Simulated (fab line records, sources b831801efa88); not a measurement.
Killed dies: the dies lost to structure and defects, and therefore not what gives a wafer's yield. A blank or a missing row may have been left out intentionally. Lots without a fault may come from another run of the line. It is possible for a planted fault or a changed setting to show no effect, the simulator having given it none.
8D (eight disciplines) problem report, filled in by code || flow sfq-line || the parts of the form that need people (team, actions taken, sign-off) are left out

1. WHAT WENT WRONG
oes-product-au at SFQ_TRILAYER_L0_ETCH_METAL_ETCH_008 reads a mean of 0.376 a.u. on 6 wafers of 2 lots; wafers without a fault read 0.875 a.u. with a standard deviation of 0.0078. Relative to the usual mean, that is a shift of -64 standard deviations.
The step: etches MoNx KI in SF6/O2, stops on SiO2, target depth 50 nm, time 25 s.
First observed at day 2 21:20: wafer L211.2, on rie-metal-02. The record holds 42 wafers of 14 lots with a number at this step. Rule for "out", or "out of limits": more than 4 standard deviations from the usual mean. The rest of the wafers with a number are treated as sound.

2. WHAT IT IS; WHAT IT IS NOT
{"question": "which readings at this step", "is": "oes-product-au", "is not": "bias-w, drypump-motor-current-A"}
{"question": "which lots", "is": "L211, L212", "is not": "L205, L206, L207, L208, L221, L222, L223, L224, L225, L226, L227, L228"}
{"question": "which wafers of those lots", "is": "all that have a number", "is not": "-"}
{"question": "read on which tools", "is": "rie-metal-02", "is not": "rie-metal-03, rie-metal-04"}
{"question": "when", "is": "from day 2 21:20", "is not": "up to then (12 sound wafers); but 24 sound wafers of L221, L222, L223, L224, L225, L226, L227, L228 came after"}

3. THE SUSPECTS, EACH WITH WHAT RULES IT OUT
Counting: a tool at a process step up to the reading stays a suspect if it ran every lot that is out and no sound lot after the first of them.
- rie-metal-02 at SFQ_TRILAYER_L0_BARC_OPEN_METAL_ETCH_010 (etches BARC in O2, target depth 125 nm, time 41.7 s): ruled out as a lasting fault. After its first lot that is out, L211 (day 2 21:17), sound lots L221, L222, L224 ran on it.
- rie-metal-02 at SFQ_TRILAYER_L0_ETCH_METAL_ETCH_008 (etches MoNx KI in SF6/O2, stops on SiO2, target depth 50 nm, time 25 s): ruled out as a lasting fault. After its first lot that is out, L211 (day 2 21:20), sound lots L221, L222, L224 ran on it.
Left after counting: nothing in the record.

4. THE CAUSE (what the simulator had put in)
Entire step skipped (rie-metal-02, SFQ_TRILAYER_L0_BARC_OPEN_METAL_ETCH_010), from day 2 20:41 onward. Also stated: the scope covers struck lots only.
Counting ruled it out, wrongly.

5. SEQUENCE OF EFFECTS, ordered by route
Each row: a reading whose mean over the struck wafers that have a number lies more than 3 standard deviations from the usual. Only readings for which the record gives a usual standard deviation are gone through. hours: the time from each lot's start at the first step in this table that gives one to its start at this step, as a median over the lots. sigmas: the change in usual standard deviations.
{"hours": 0, "step": "SFQ_TRILAYER_L0_ETCH_METAL_ETCH_008", "reading": "oes-product-au", "usual": "0.875 a.u.", "on struck wafers": 0.376, "change": -0.499, "sigmas": -64}
{"hours": 66, "step": "SFQ_TRILAYER_L0_VIA_ETCH_VIA_ETCH_016", "reading": "oes-product-au", "usual": "0.842 a.u.", "on struck wafers": 0.374, "change": -0.467, "sigmas": -61}
Process steps it contains:
- SFQ_TRILAYER_L0_ETCH_METAL_ETCH_008: etches MoNx KI in SF6/O2, stops on SiO2, target depth 50 nm, time 25 s.
- SFQ_TRILAYER_L0_VIA_ETCH_VIA_ETCH_016: etches SiO2 in CHF3, stops on MoNx KI, target depth 80 nm.
Readings that are blank on the struck wafers while sound wafers have them: bias-w at SFQ_TRILAYER_L0_BARC_OPEN_METAL_ETCH_010; chamber-pressure-mTorr at SFQ_TRILAYER_L0_BARC_OPEN_METAL_ETCH_010; drypump-motor-current-A at SFQ_TRILAYER_L0_BARC_OPEN_METAL_ETCH_010; oes-product-au at SFQ_TRILAYER_L0_BARC_OPEN_METAL_ETCH_010; exposure-dose-mJ-cm2 at SFQ_TRILAYER_L0_VIA_LITHO_EXPOSE_014; focus-offset-nm at SFQ_TRILAYER_L0_VIA_LITHO_EXPOSE_014; M3_OVL at SFQ_M3_OVL_MEAS_921.
Later measuring or inspecting steps at which every struck wafer that the step has a row for has a number for every such reading, and none has moved that far: SFQ_I2_BOW_MEAS_917.

6. WHAT WOULD HAVE CAUGHT IT SOONER
In this record the first reading out of limits was taken at day 2 21:20, 1 hour after the fault began at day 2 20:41.
At SFQ_TRILAYER_L0_BARC_OPEN_METAL_ETCH_010 the tool's readings are blank on the struck wafers, where sound wafers have them: an empty tool record is the first sign, and it was there at once.
